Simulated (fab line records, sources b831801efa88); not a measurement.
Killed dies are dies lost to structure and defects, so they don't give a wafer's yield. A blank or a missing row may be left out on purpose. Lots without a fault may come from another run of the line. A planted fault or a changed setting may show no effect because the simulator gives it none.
A struck lot beside a sound one | flow sfq_line | 14 steps out of a route of 325
Sound: wafers L437.2, L437.3, L437.6. Struck: wafers L448.2, L448.4. (L448.1 of the same lot was not struck and is left out.) The cause comes at the end.
At each step with rows: each side's tool, then ch and its chambers, then its first start. Under that, the readings that differ: sound wafers | struck wafers | difference of the means | sigmas: that difference in standard deviations of wafers without a fault.
alike: readings whose means differ by less than 2 such deviations, and words and numbers that are the same on both sides. not compared: withheld readings, readings that some wafer has no value for, bounds like >300 that may hide the same value, and numbers for which the record gives no deviation and whose values overlap.
The two part at a step that has a row with sigmas, a row that says differs or no value, or rows on one side only. Numbers that don't overlap but have no deviation are shown without sigmas and don't part them. A reading that every wafer of one side lacks parts them only if that side has two wafers or more.

first, 2 steps without rows for these wafers: SFQ_TRILAYER_I1_VIA_STRIP_SOLV_CLEAN_054 (cleans in NMP, time 600 s); SFQ_TRILAYER_M2_DEP_PRE_CLEAN_056 (time 22.5 s).
SFQ_TRILAYER_M2_DEP_SPUTTER_055: material Nb, target thk 200 nm, time 133.3 s.
  sound on pvd_sputter-03, day 35 20:53; struck on pvd_sputter-03, day 41 00:58
  alike: throttle_valve_pct
SFQ_M2_RS_MEAS_914: measures by four-point-probe.
  sound on film_metro-04, day 35 20:59; struck on film_metro-04, day 41 01:04
  alike: M2_NB_RS
then, 6 steps without rows for these wafers: SFQ_TRILAYER_M2_LITHO_COAT_062 (resist thk 62 nm); SFQ_TRILAYER_M2_LITHO_COAT_057 (resist thk 600 nm); SFQ_TRILAYER_M2_LITHO_SOFTBAKE_061; SFQ_TRILAYER_M2_LITHO_EXPOSE_058 (exposes mask M2, target cd 500 nm); SFQ_TRILAYER_M2_LITHO_PEB_060 (peb time 60 s); SFQ_TRILAYER_M2_LITHO_DEVELOP_059 (time 60 s).
-- the record jumps here: 7 days lie between the struck wafers' starts before and after --
SFQ_M2_OVL_MEAS_916:
  sound on overlay-02, day 42 02:39; struck on overlay-02, day 47 13:51
  alike: M2_OVL
SFQ_TRILAYER_M2_BARC_OPEN_METAL_ETCH_077: etches BARC in O2, target depth 125 nm, time 41.7 s.
  sound on rie_metal-02 ch 1, day 42 02:42; struck on rie_metal-03 ch 1, day 47 13:53
  reading                                             | sound           | struck    | difference | sigmas
  drypump_motor_current_A (A)                         | 6.3 6.3 6.3     | 4.8 4.8   | -1.5       | -3
  rf_fwd_power_W (W)                                  | 593 589 593     | 684 686   | +93        | +29
  model.KrF_of_TRILAYER_M2_LITHO_COAT_057.thk_nm (nm) | 524 526.1 525.2 | 515 516.6 | -9         |
  alike: oes_product_au
  not compared: rf_hours_counter_h
SFQ_TRILAYER_M2_ETCH_METAL_ETCH_060: etches Nb in Cl2/Ar, stops on SiO2, target depth 240 nm, time 120 s.
  sound on rie_metal-02 ch 1, day 42 02:50; struck on rie_metal-03 ch 1, day 47 13:58
  reading                                             | sound           | struck      | difference | sigmas
  drypump_motor_current_A (A)                         | 6.3 6.3 6.3     | 4.8 4.8     | -1.5       | -3
  model.KrF_of_TRILAYER_M2_LITHO_COAT_057.thk_nm (nm) | 382.3 383.3 383 | 375.7 377.2 | -6.4       |
  alike: oes_product_au, rf_fwd_power_W
  not compared: rf_hours_counter_h
SFQ_TRILAYER_M2_STRIP_STRIP_061: strips in O2.
  sound on rie_metal-02 ch 1, day 42 03:15; struck on rie_metal-03 ch 1, day 47 14:08
  reading                     | sound       | struck  | difference | sigmas
  drypump_motor_current_A (A) | 6.3 6.3 6.3 | 4.8 4.8 | -1.5       | -3
  alike: oes_product_au
  not compared: rf_hours_counter_h

WHERE THEY PART
First at SFQ_TRILAYER_M2_BARC_OPEN_METAL_ETCH_077; last, within this record, at SFQ_TRILAYER_M2_STRIP_STRIP_061.

WHY: what the simulator had put in
Process parameter drift: rie_metal-03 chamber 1, from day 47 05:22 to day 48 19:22, at SFQ_TRILAYER_M2_BARC_OPEN_METAL_ETCH_077. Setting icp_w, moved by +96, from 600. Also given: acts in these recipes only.
